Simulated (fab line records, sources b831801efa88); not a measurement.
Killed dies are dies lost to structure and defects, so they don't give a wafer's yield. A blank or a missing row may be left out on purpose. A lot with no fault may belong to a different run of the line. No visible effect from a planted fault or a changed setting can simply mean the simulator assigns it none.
Which tool did it? :: flow sky130 :: 39 wafers from 13 lots sampled at 2 of the route's 708 steps

WHAT EACH GAUGE READ, for each wafer
SKY_VT_ADJUST_HVTR_CD_MEAS_07: the cd target is 380 nm.
lot: L974
measured: day 10 07:17
on: cd sem-02
cd nm (nm): 382 383 384

lot: L977
measured: day 10 07:52
on: cd sem-01
cd nm (nm): 383 383 386

lot: L979
measured: day 10 23:58
on: cd sem-01
cd nm (nm): 376 377 376

lot: L983
measured: day 12 16:23
on: cd sem-01
cd nm (nm): 376 376 378

lot: L985
measured: day 12 20:13
on: cd sem-02
cd nm (nm): 378 379 379

lot: L986
measured: day 13 05:22
on: cd sem-02
cd nm (nm): 377 374 378

lot: L988
measured: day 14 08:53
on: cd sem-02
cd nm (nm): 383 383 380

lot: L989
measured: day 15 00:35
on: cd sem-01
cd nm (nm): 386 385 385

lot: L992
measured: day 15 10:16
on: cd sem-01
cd nm (nm): 377 375 376

lot: L991
measured: day 15 11:59
on: cd sem-01
cd nm (nm): 377 378 375

lot: L993
measured: day 15 16:28
on: cd sem-02
cd nm (nm): 378 376 377

lot: L996
measured: day 16 13:56
on: cd sem-01
cd nm (nm): 378 379 380

lot: L997
measured: day 16 22:55
on: cd sem-01
cd nm (nm): 386 388 386

SKY_VT_ADJUST_PCH_OVL_MEAS_07.
lot: L974
measured: day 11 06:50
on: overlay-01
VT_ADJUST_PCH_OVL (nm): 0.9 0.2 0.4

lot: L977
measured: day 11 07:36
on: overlay-01
VT_ADJUST_PCH_OVL (nm): 0.0 1.0 0.6

lot: L979
measured: day 12 00:16
on: overlay-02
VT_ADJUST_PCH_OVL (nm): 0.9 1.3 0.0

lot: L983
measured: day 13 18:03
on: overlay-01
VT_ADJUST_PCH_OVL (nm): 0.2 1.0 0.5

lot: L985
measured: day 13 21:58
on: overlay-02
VT_ADJUST_PCH_OVL (nm): -0.4 -1.2 -0.1

lot: L986
measured: day 14 07:04
on: overlay-02
VT_ADJUST_PCH_OVL (nm): -2.7 -2.0 -2.2

lot: L988
measured: day 15 11:02
on: overlay-01
VT_ADJUST_PCH_OVL (nm): -1.9 -1.6 -1.7

lot: L989
measured: day 16 04:37
on: overlay-01
VT_ADJUST_PCH_OVL (nm): -2.6 -3.2 -2.2

lot: L992
measured: day 16 13:38
on: overlay-02
VT_ADJUST_PCH_OVL (nm): -0.3 0.4 0.4

lot: L991
measured: day 16 15:59
on: overlay-01
VT_ADJUST_PCH_OVL (nm): 1.0 -0.4 0.8

lot: L993
measured: day 16 20:38
on: overlay-01
VT_ADJUST_PCH_OVL (nm): -3.4 -1.9 -2.7

lot: L996
measured: day 17 19:07
on: overlay-02
VT_ADJUST_PCH_OVL (nm): 1.7 2.1 1.9

lot: L997
measured: day 18 04:49
on: overlay-02
VT_ADJUST_PCH_OVL (nm): -1.4 0.4 -1.2

WHAT TOOL EACH LOT RAN ON (gives the tool, then ch and the chambers of the sampled wafers, and finally the start)
No process step before these readings appears in the record.

WHAT THE TOOLS THEMSELVES READ (means of the sampled wafers that have a number; where no wafer has one, the mark that the record gives instead)
The record holds no such reading with a usual standard deviation.

THE ANSWER, worked out from the rows above alone
Rule: the usual values come from the lots themselves. Put in order of their means at a reading, lots are off if they are a third of the lots or fewer, leave a main group of 4 or more, and stand apart from it by a gap of 3 or more times the standard deviation of the main group's means; of several such gaps the widest counts. A main group is skipped when, at the precision printed for the reading in the tables above, its means are all equal. A lot without any number at a reading at which 4 lots or more have one is off too. Where the step has rows for the other lots, those lots are counted as sound. Order of review: gauges by route order, followed by the tools' own readings, for which a lot's mean as printed above is used. At the first step where some lot is off, the reading lying furthest off is the one used; lots without a number count as furthest.
None of the lots is off at any reading shown; this tells nothing.

WHAT THE SIMULATOR PUT IN
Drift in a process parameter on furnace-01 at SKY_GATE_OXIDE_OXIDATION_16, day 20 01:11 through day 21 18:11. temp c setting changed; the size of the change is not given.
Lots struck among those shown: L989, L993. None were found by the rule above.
